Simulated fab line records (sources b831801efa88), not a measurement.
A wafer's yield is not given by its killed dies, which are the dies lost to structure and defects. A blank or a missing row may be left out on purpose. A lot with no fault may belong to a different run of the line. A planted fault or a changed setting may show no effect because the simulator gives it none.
fab line records ; flow sky130
record lots=6; wafers=18; last-day=50
route steps=708 shown VT_ADJUST_HVTP@93 VT_ADJUST_LVTN@97 PAD_OPEN@708
lots untouched by any fault: they come from a run of this same line in which no faults occurred
start-h: the number of hours between the record's first day and the start of the first shown wafer of the lot ; wait-h: how many hours have passed since the lot's step before this one ; " repeats the value in the row above ; L1.1+2: several wafers, shown together as one row ; - value missing, or start not given ; * or withheld: withheld ; < > ~ a bound
route shown NAME@n: names a module that has steps shown in the file, with the first one's number in the route ; usual: mean/standard deviation of fault-free wafers ; same: alike in all rows ; chamber/n: place in a boat ; sites: the reading at each site ; _std_site: standard deviation of those values ; _edge_site: outer sites' mean less inner sites' ; radius-mm: for every site, how far away it sits from the centre of the wafer ; mask NAME#n: copy n ; behind: tool/chamber where the wafer was last shaped ; hold: cause of the lot's hold/its duration in hours/its outcome ; device: transistor that didn't switch, given as n, p or np ; end of line: the same wafers' tests at the end of the route ; for a step that has no rows: nothing shown but its recipe ; killed: dies lost to structure and defects at the first sort, not the wafer's yield ; map: shows each die of a wafer: x if killed, . if not, _ if none is there
set.NAME: the setting that was run; set.NAME@STEP: the one run at that earlier step ; model.NAME: the simulator's own value behind a step, which no gauge read
lots at some steps of the route; a table a step, a row a wafer
services: a tool's chamber out of use, with start hour (start-h, from the record's first day; less than 0 if before it), hours out, and reason
## steps
# step SKY_VT_ADJUST_HVTP_OVL_MEAS_08
# usual VT_ADJUST_HVTP_OVL=-0.3/1.3
lot.wafer;tool;chamber;start-h;wait-h;VT_ADJUST_HVTP_OVL[nm]
L765.1;overlay-01;-;122.46;0.1;0.8
L765.2;overlay-01;-;122.46;0.1;-0.2
L765.5;overlay-01;-;122.46;0.1;0.1
L778.2;overlay-01;-;204.57;0.1;0.3
L778.4;overlay-01;-;204.57;0.1;-0.8
L778.5;overlay-01;-;204.57;0.1;-1.1
L780.3;overlay-02;-;213.97;0.1;-0.6
L780.5;overlay-02;-;213.97;0.1;0.0
L780.6;overlay-02;-;213.97;0.1;-2.0
L781.1;overlay-02;-;220.76;0.1;1.1
L781.2;overlay-02;-;220.76;0.1;0.7
L781.4;overlay-02;-;220.76;0.1;-0.2
L783.3;overlay-01;-;233.76;0.1;-0.1
L783.4;overlay-01;-;233.76;0.1;-2.2
L783.6;overlay-01;-;233.76;0.1;0.9
L788.1;overlay-02;-;266.21;0.1;-0.8
L788.4;overlay-02;-;266.21;0.1;-2.9
L788.6;overlay-02;-;266.21;0.1;-2.8
# step SKY_VT_ADJUST_HVTP_IMPLANT_09
# recipe species=As; energy-kev=150; dose-cm2=4.3e+12; tilt-deg=withheld
# step SKY_VT_ADJUST_HVTP_STRIP_10
# recipe chemistry=O2/N2; power-w=1400; pressure-mtorr=1500; platen-temp-c=withheld; o2-flow-sccm=3000; n2-flow-sccm=300; overash-fraction=0.5
# usual drypump-motor-current-A=5.7/0.55; oes-product-au=0.716/0.0046; strip-time-to-endpoint-s=14.19/0.045
lot.wafer;tool;chamber;start-h;wait-h;drypump-motor-current-A;oes-product-au;rf-hours-counter-h;strip-time-to-endpoint-s
L765.1;plasma-asher-03;0;122.64;0.1;5.5;0.712;44;14.16
L765.2;plasma-asher-03;1;122.64;0.1;5.4;0.721;44;14.18
L765.5;plasma-asher-03;1;122.64;0.1;5.4;0.719;-;14.16
L778.2;plasma-asher-02;1;204.75;0.1;6.1;0.710;53;14.15
L778.4;plasma-asher-02;0;204.75;0.1;4.9;0.718;-;14.18
L778.5;plasma-asher-02;1;204.75;0.1;6.1;0.707;-;14.19
L780.3;plasma-asher-04;1;214.18;0.1;5.8;0.711;-;14.21
L780.5;plasma-asher-04;1;214.18;0.1;5.8;0.722;-;14.22
L780.6;plasma-asher-04;0;214.18;0.1;6.6;0.717;-;14.29
L781.1;plasma-asher-03;1;220.94;0.1;5.3;0.716;53;14.11
L781.2;plasma-asher-03;0;220.94;0.1;5.5;0.713;53;14.10
L781.4;plasma-asher-03;0;220.94;0.1;5.5;0.711;-;14.07
L783.3;plasma-asher-04;1;233.96;0.1;5.8;0.715;-;14.15
L783.4;plasma-asher-04;0;233.96;0.1;6.6;0.711;-;14.15
L783.6;plasma-asher-04;0;233.96;0.1;6.6;0.708;-;14.11
L788.1;plasma-asher-03;0;266.39;0.1;5.5;0.716;58;14.26
L788.4;plasma-asher-03;1;266.39;0.1;5.3;0.713;-;14.26
L788.6;plasma-asher-03;1;266.39;0.1;5.4;0.716;-;14.24
# step SKY_VT_ADJUST_HVTP_TW_MEAS_11
# usual VT_ADJUST_HVTP_TW=1351/11
lot.wafer;tool;chamber;start-h;wait-h;VT_ADJUST_HVTP_TW
L765.1;film-metro-04;-;122.74;0.1;1354
L765.2;film-metro-04;-;122.74;0.1;1359
L765.5;film-metro-04;-;122.74;0.1;1365
L778.2;film-metro-02;-;204.86;0.1;1343
L778.4;film-metro-02;-;204.86;0.1;1344
L778.5;film-metro-02;-;204.86;0.1;1343
L780.3;film-metro-02;-;214.26;0.1;1344
L780.5;film-metro-02;-;214.26;0.1;1348
L780.6;film-metro-02;-;214.26;0.1;1349
L781.1;film-metro-02;-;221.04;0.1;1335
L781.2;film-metro-02;-;221.04;0.1;1334
L781.4;film-metro-02;-;221.04;0.1;1332
L783.3;film-metro-04;-;234.05;0.1;1346
L783.4;film-metro-04;-;234.05;0.1;1350
L783.6;film-metro-04;-;234.05;0.1;1347
L788.1;film-metro-02;-;266.49;0.1;1329
L788.4;film-metro-02;-;266.49;0.1;1329
L788.6;film-metro-02;-;266.49;0.1;1328
# step SKY_VT_ADJUST_LVTN_DEHYDRATE_00
# recipe temp-c=200; time-s=60
# step SKY_VT_ADJUST_LVTN_HMDS_01
# recipe prime-time-s=60; prime-temp-c=120
# step SKY_VT_ADJUST_LVTN_COAT_02
# recipe spin-rpm=2000; resist-thk-nm=3000
# step SKY_VT_ADJUST_LVTN_SOFTBAKE_03
# recipe temp-c=110; time-s=withheld
# step SKY_VT_ADJUST_LVTN_EXPOSE_04
# recipe mask-id=NWM_COMPLEMENT_LESS_NATIVE; na=0.6; source-shape=conventional; sigma-outer=0.6; polarization=unpolarized; target-cd-nm=840; dose-mj=194
# step SKY_VT_ADJUST_LVTN_PEB_05
# recipe temp-c=115; time-s=withheld
# step SKY_VT_ADJUST_LVTN_DEVELOP_06
# recipe wall-angle-deg=90; developer=TMAH; develop-time-s=60; dev-temp-c=23
# step SKY_VT_ADJUST_LVTN_OVL_MEAS_07
# usual VT_ADJUST_LVTN_OVL=1.2/1.4
lot.wafer;tool;chamber;start-h;wait-h;VT_ADJUST_LVTN_OVL[nm]
L765.1;overlay-02;-;142.21;-;3.0
L765.2;overlay-02;-;142.21;-;3.0
L765.5;overlay-02;-;142.21;-;2.3
L778.2;overlay-02;-;226.82;-;2.9
L778.4;overlay-02;-;226.82;-;1.7
L778.5;overlay-02;-;226.82;-;3.5
L780.3;overlay-02;-;236.70;-;0.3
L780.5;overlay-02;-;236.70;-;1.5
L780.6;overlay-02;-;236.70;-;1.3
L781.1;overlay-01;-;243.59;-;-2.7
L781.2;overlay-01;-;243.59;-;0.4
L781.4;overlay-01;-;243.59;-;-1.8
L783.3;overlay-01;-;256.82;-;3.7
L783.4;overlay-01;-;256.82;-;3.1
L783.6;overlay-01;-;256.82;-;2.7
L788.1;overlay-01;-;290.36;-;-0.3
L788.4;overlay-01;-;290.36;-;0.4
L788.6;overlay-01;-;290.36;-;1.6
# step SKY_VT_ADJUST_LVTN_IMPLANT_08
# recipe species=B; energy-kev=30; dose-cm2=1.57e+12; tilt-deg=withheld
# usual beam-on-s=10.00/0.2; end-station-pressure-torr=5.01e-06/2.6e-07
lot.wafer;tool;chamber;start-h;wait-h;beam-on-s;end-station-pressure-torr
L765.1;implanter-01;0;142.25;0.0;9.86;5.18e-06
L765.2;implanter-01;0;142.25;0.0;10.26;5.07e-06
L765.5;implanter-01;0;142.25;0.0;10.14;5.24e-06
L778.2;implanter-03;0;226.87;0.0;9.83;5.03e-06
L778.4;implanter-03;0;226.87;0.0;9.97;5.09e-06
L778.5;implanter-03;0;226.87;0.0;10.12;4.52e-06
L780.3;implanter-01;0;236.77;0.1;9.92;4.93e-06
L780.5;implanter-01;0;236.77;0.1;9.82;4.83e-06
L780.6;implanter-01;0;236.77;0.1;9.97;5.25e-06
L781.1;implanter-03;0;243.62;0.0;9.64;5.59e-06
L781.2;implanter-03;0;243.62;0.0;10.32;5.2e-06
L781.4;implanter-03;0;243.62;0.0;9.89;4.53e-06
L783.3;implanter-03;0;256.90;0.1;9.78;4.82e-06
L783.4;implanter-03;0;256.90;0.1;9.76;5.14e-06
L783.6;implanter-03;0;256.90;0.1;9.72;4.99e-06
L788.1;implanter-04;0;290.40;0.0;9.88;5.64e-06
L788.4;implanter-04;0;290.40;0.0;9.90;4.37e-06
L788.6;implanter-04;0;290.40;0.0;10.23;4.95e-06
# step SKY_VT_ADJUST_LVTN_STRIP_09
# recipe chemistry=O2/N2; power-w=1400; pressure-mtorr=1500; platen-temp-c=withheld; o2-flow-sccm=3000; n2-flow-sccm=300; overash-fraction=0.5
# usual drypump-motor-current-A=5.4/0.41; oes-product-au=0.723/0.004; strip-time-to-endpoint-s=36.88/0.1
lot.wafer;tool;chamber;start-h;wait-h;drypump-motor-current-A;oes-product-au;rf-hours-counter-h;strip-time-to-endpoint-s
L765.1;plasma-asher-01;1;142.40;0.1;4.8;0.722;33;36.98
L765.2;plasma-asher-01;0;142.40;0.1;5.2;0.721;33;36.91
L765.5;plasma-asher-01;1;142.40;0.1;4.8;0.718;-;36.90
L778.2;plasma-asher-01;0;227.00;0.1;5.2;0.726;41;36.78
L778.4;plasma-asher-01;1;227.00;0.1;4.8;0.721;-;36.87
L778.5;plasma-asher-01;0;227.00;0.1;5.2;0.715;-;36.82
L780.3;plasma-asher-03;0;236.91;0.1;5.5;0.725;-;36.87
L780.5;plasma-asher-03;1;236.91;0.1;5.4;0.724;-;36.83
L780.6;plasma-asher-03;0;236.91;0.1;5.5;0.730;-;36.72
L781.1;plasma-asher-03;1;243.77;0.1;5.4;0.725;56;37.14
L781.2;plasma-asher-03;0;243.77;0.1;5.5;0.719;56;37.06
L781.4;plasma-asher-03;1;243.77;0.1;5.4;0.721;-;37.12
L783.3;plasma-asher-02;1;257.03;0.1;6.1;0.727;-;36.90
L783.4;plasma-asher-02;0;257.03;0.1;5.0;0.728;-;37.02
L783.6;plasma-asher-02;1;257.03;0.1;6.1;0.719;-;36.89
L788.1;plasma-asher-01;0;290.55;0.1;5.2;0.726;48;36.82
L788.4;plasma-asher-01;0;290.55;0.1;5.2;0.729;-;36.80
L788.6;plasma-asher-01;1;290.55;0.1;4.8;0.715;-;36.81
# step SKY_VT_ADJUST_LVTN_TW_MEAS_10
# usual VT_ADJUST_LVTN_TW=241.3/1.6
lot.wafer;tool;chamber;start-h;wait-h;hold;VT_ADJUST_LVTN_TW
L765.1;film-metro-03;-;142.50;0.1;-;237.2
L765.2;film-metro-03;-;142.50;0.1;-;236.7
L765.5;film-metro-03;-;142.50;0.1;-;236.8
L778.2;film-metro-01;-;227.11;0.1;-;242.9
L778.4;film-metro-01;-;227.11;0.1;-;242.1
L778.5;film-metro-01;-;227.11;0.1;-;242.1
L780.3;film-metro-01;-;236.99;0.1;-;242.1
L780.5;film-metro-01;-;236.99;0.1;-;240.6
L780.6;film-metro-01;-;236.99;0.1;-;242.8
L781.1;film-metro-04;-;243.87;0.1;-;236.4
L781.2;film-metro-04;-;243.87;0.1;-;237.8
L781.4;film-metro-04;-;243.87;0.1;-;235.9
L783.3;film-metro-03;-;257.12;0.1;await-dispo/0.2h/release;235.4
L783.4;film-metro-03;-;257.12;0.1;await-dispo/0.2h/release;234.5
L783.6;film-metro-03;-;257.12;0.1;await-dispo/0.2h/release;234.1
L783.3;film-metro-03;-;257.34;0.2;-;234.6
L783.4;film-metro-03;-;257.34;0.2;-;233.8
L783.6;film-metro-03;-;257.34;0.2;-;233.7
L788.1;film-metro-01;-;290.65;0.1;-;242.7
L788.4;film-metro-01;-;290.65;0.1;-;242.5
L788.6;film-metro-01;-;290.65;0.1;-;243.6
# step SKY_PAD_OPEN_PROBE_99
# usual killed_at_M0_to_M3=42/5.8; killed_at_M4_up=3.0/2; killed-at-contacts=24/5.5; killed-at-front-end=15/3.9; killed-at-other=0.3/0.54; killed-dies=85/8.8; killed-open=47/6.8; killed-short=38/5.9
# same gross-dies=492; killed-at-back-side=0
lot.wafer;tool;chamber;start-h;wait-h;killed_at_M0_to_M3;killed_at_M4_up;killed-at-contacts;killed-at-front-end;killed-at-other;killed-dies;killed-open;killed-short;model.etest.nfet_01v8.drive-ua-um-range
L765.1;prober-01;-;1087.26;0.1;34;4;22;15;1;76;41;35;10.51
L765.2;prober-01;-;1087.31;0.1;43;1;16;13;1;74;38;35;5.867
L765.5;prober-01;-;1087.46;0.2;34;4;23;13;0;74;41;33;6.219
L780.3;prober-02;-;1165.07;0.2;44;6;15;11;0;76;42;34;15.63
L780.5;prober-02;-;1165.17;0.2;37;3;33;14;1;88;46;42;8.998
L780.6;prober-02;-;1165.22;0.2;44;3;20;16;0;83;42;41;8.321
L778.2;prober-02;-;1172.54;0.1;36;4;25;13;0;78;50;28;8.453
L778.4;prober-02;-;1172.64;0.2;42;1;26;9;0;78;42;35;11.81
L778.5;prober-02;-;1172.69;0.2;37;4;26;11;0;78;42;35;10.9
L781.1;prober-01;-;1175.11;0.1;39;3;21;13;0;76;42;34;8.586
L781.2;prober-01;-;1175.16;0.1;43;1;26;16;0;86;44;42;12.6
L781.4;prober-01;-;1175.26;0.2;42;3;23;13;0;81;42;39;12.77
L783.3;prober-02;-;1183.67;0.2;41;4;24;12;0;81;47;34;16.3
L783.4;prober-02;-;1183.72;0.2;42;3;22;17;0;84;39;45;13.3
L783.6;prober-02;-;1183.82;0.2;42;2;16;23;1;84;46;36;15.44
L788.1;prober-01;-;1201.43;0.1;37;3;16;17;0;73;35;33;7.928
L788.4;prober-01;-;1201.58;0.2;33;4;27;11;0;75;33;40;9.839
L788.6;prober-01;-;1201.68;0.2;33;6;23;20;0;82;49;32;11.16
# killed by level:class
L765.1 VIA1:geometric-particle:open=8 LI_CONTACT:geometric-particle:open=7 FIELD_ISO:geometric-particle:open=5 LOCAL_INTERCONNECT:geometric-particle:short=5 VIA3:geometric-particle:open=5 CONTACT:geometric-particle:open=5 FIELD_ISO:geometric-particle:short=4 VIA1:geometric-particle:short=4
L765.2 VIA1:geometric-particle:open=11 METAL1:geometric-particle:short=8 METAL2:geometric-particle:short=6 LI_CONTACT:geometric-particle:open=4 CONTACT:geometric-particle:open=4 VIA1:geometric-particle:short=4 VIA2:geometric-particle:open=4 FIELD_ISO:geometric-particle:short=3
L765.5 CONTACT:geometric-particle:open=11 VIA1:geometric-particle:open=7 LI_CONTACT:geometric-particle:open=5 METAL1:geometric-particle:short=5 VIA1:geometric-particle:short=4 METAL3:geometric-particle:short=4 FIELD_ISO:geometric-particle:open=3 POLY_GATE:geometric-particle:open=3
L780.3 VIA1:geometric-particle:open=13 METAL2:geometric-particle:short=8 VIA3:geometric-particle:open=7 LI_CONTACT:geometric-particle:open=6 CONTACT:geometric-particle:open=5 METAL3:geometric-particle:short=5 METAL1:geometric-particle:short=3 SPACER:geometric-particle:short=3
L780.5 CONTACT:geometric-particle:open=11 VIA1:geometric-particle:open=11 LI_CONTACT:geometric-particle:open=8 LI_CONTACT:geometric-particle:short=6 VIA1:geometric-particle:short=6 LOCAL_INTERCONNECT:geometric-particle:short=5 METAL2:geometric-particle:short=4 FIELD_ISO:geometric-particle:short=3
L780.6 CONTACT:geometric-particle:open=12 METAL2:geometric-particle:short=8 VIA3:geometric-particle:open=7 VIA2:geometric-particle:open=6 FIELD_ISO:geometric-particle:open=5 VIA1:geometric-particle:open=5 VIA3:geometric-particle:short=5 METAL1:geometric-particle:short=5
L778.2 VIA1:geometric-particle:open=13 LI_CONTACT:geometric-particle:open=10 CONTACT:geometric-particle:open=10 VIA2:geometric-particle:open=6 POLY_GATE:geometric-particle:open=4 METAL1:geometric-particle:short=4 METAL2:geometric-particle:short=4 FIELD_ISO:geometric-particle:open=3
L778.4 VIA1:geometric-particle:open=13 CONTACT:geometric-particle:open=8 LI_CONTACT:geometric-particle:short=6 LI_CONTACT:geometric-particle:open=5 LOCAL_INTERCONNECT:geometric-particle:short=5 VIA1:geometric-particle:short=4 VIA2:geometric-particle:open=4 FIELD_ISO:geometric-particle:short=3
L778.5 CONTACT:geometric-particle:open=13 VIA1:geometric-particle:open=10 METAL1:geometric-particle:short=8 LI_CONTACT:geometric-particle:open=7 VIA1:geometric-particle:short=5 VIA3:geometric-particle:open=4 METAL2:geometric-particle:short=4 POLY_GATE:geometric-particle:short=3
L781.1 VIA1:geometric-particle:open=8 LI_CONTACT:geometric-particle:open=7 CONTACT:geometric-particle:open=7 METAL2:geometric-particle:short=6 METAL1:geometric-particle:short=6 VIA2:geometric-particle:open=5 VIA3:geometric-particle:open=4 FIELD_ISO:geometric-particle:short=3
L781.2 VIA1:geometric-particle:open=12 CONTACT:geometric-particle:short=8 METAL2:geometric-particle:short=8 VIA1:geometric-particle:short=6 POLY_GATE:geometric-particle:open=5 CONTACT:geometric-particle:open=5 VIA2:geometric-particle:open=5 FIELD_ISO:geometric-particle:short=4
L781.4 CONTACT:geometric-particle:open=10 VIA1:geometric-particle:open=8 METAL1:geometric-particle:short=7 METAL2:geometric-particle:short=7 POLY_GATE:geometric-particle:short=5 VIA2:geometric-particle:open=5 LI_CONTACT:geometric-particle:open=4 METAL3:geometric-particle:short=4
L783.3 LI_CONTACT:geometric-particle:open=8 VIA2:geometric-particle:open=8 CONTACT:geometric-particle:open=7 METAL2:geometric-particle:short=7 VIA1:geometric-particle:open=6 CONTACT:geometric-particle:short=4 VIA3:geometric-particle:open=4 METAL4:geometric-particle:short=4
L783.4 VIA1:geometric-particle:open=12 VIA1:geometric-particle:short=9 CONTACT:geometric-particle:open=8 LOCAL_INTERCONNECT:geometric-particle:short=6 METAL1:geometric-particle:short=6 FIELD_ISO:geometric-particle:open=5 VIA2:geometric-particle:open=5 POLY_GATE:geometric-particle:short=4
L783.6 VIA3:geometric-particle:open=12 METAL1:geometric-particle:short=6 VIA1:geometric-particle:open=6 SPACER:geometric-particle:short=5 LI_CONTACT:geometric-particle:open=5 VIA2:geometric-particle:open=5 FIELD_ISO:geometric-particle:open=4 CONTACT:geometric-particle:short=4
L788.1 VIA1:geometric-particle:open=12 VIA1:geometric-particle:short=8 FIELD_ISO:geometric-particle:open=5 NWELL:coat-microbubble-printed=5 METAL2:geometric-particle:short=5 FIELD_ISO:geometric-particle:short=4 LI_CONTACT:geometric-particle:open=4 CONTACT:geometric-particle:short=4
L788.4 CONTACT:geometric-particle:open=7 LI_CONTACT:geometric-particle:open=6 VIA1:geometric-particle:open=6 LI_CONTACT:geometric-particle:short=5 CONTACT:geometric-particle:short=5 METAL1:geometric-particle:short=5 METAL2:geometric-particle:short=5 METAL4:geometric-particle:short=4
L788.6 LI_CONTACT:geometric-particle:open=10 VIA1:geometric-particle:open=10 CONTACT:geometric-particle:open=8 FIELD_ISO:geometric-particle:open=7 METAL2:geometric-particle:short=7 METAL4:geometric-particle:short=5 FIELD_ISO:geometric-particle:short=4 VIA2:geometric-particle:open=4
## services
tool;chamber;start-h;hours;kind
implanter-01;-;101.34;0.6;repair
plasma-asher-04;-;108.75;9.0;pm
plasma-asher-04;0;108.75;16.9;vent-cycle
plasma-asher-04;1;108.75;16.9;vent-cycle
plasma-asher-04;-;112.37;13.3;repair
plasma-asher-02;-;112.78;5.2;repair
plasma-asher-04;0;117.75;-;clean
plasma-asher-04;1;117.75;-;clean
implanter-04;-;142.60;3.8;pm
implanter-03;-;149.02;1.5;repair
implanter-04;-;164.35;8.1;repair
implanter-03;-;174.33;0.8;repair
implanter-04;-;208.63;0.6;repair
implanter-04;-;232.43;4.8;repair
implanter-04;-;240.92;13.7;repair
plasma-asher-04;-;264.38;10.5;repair
## key
first-sign step=SKY_VT_ADJUST_LVTN_TW_MEAS_10; reading=visit; direction=added
effect step=SKY_VT_ADJUST_LVTN_TW_MEAS_10; reading=VT_ADJUST_LVTN_TW; direction=down; sigmas=3.5; usual=241.3; struck=235.7
model-effect step=SKY_PAD_OPEN_PROBE_99; value=etest.nfet_01v8.drive-ua-um-range; without=8.463; struck=13.17
met-at SKY_VT_ADJUST_LVTN_IMPLANT_08
struck-wafers L781.1,L781.2,L781.4,L783.3,L783.4,L783.6
tester-left-out L781,L783
onset-between 226.87 243.62
fault kind=process-parameter-drift; tool=implanter-03; chamber=-; onset-h=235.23; steps=SKY_VT_ADJUST_LVTN_IMPLANT_08; channel=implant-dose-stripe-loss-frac; offset=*; shape=step; end-h=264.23
# tester-left-out: of these lots the tester's yield and bins aren't shown, on N5 and GAA mostly nor the transistor test; their killed dies are dies lost to structure and defects alone, not to doping, threshold or leakage, so they don't give the yield
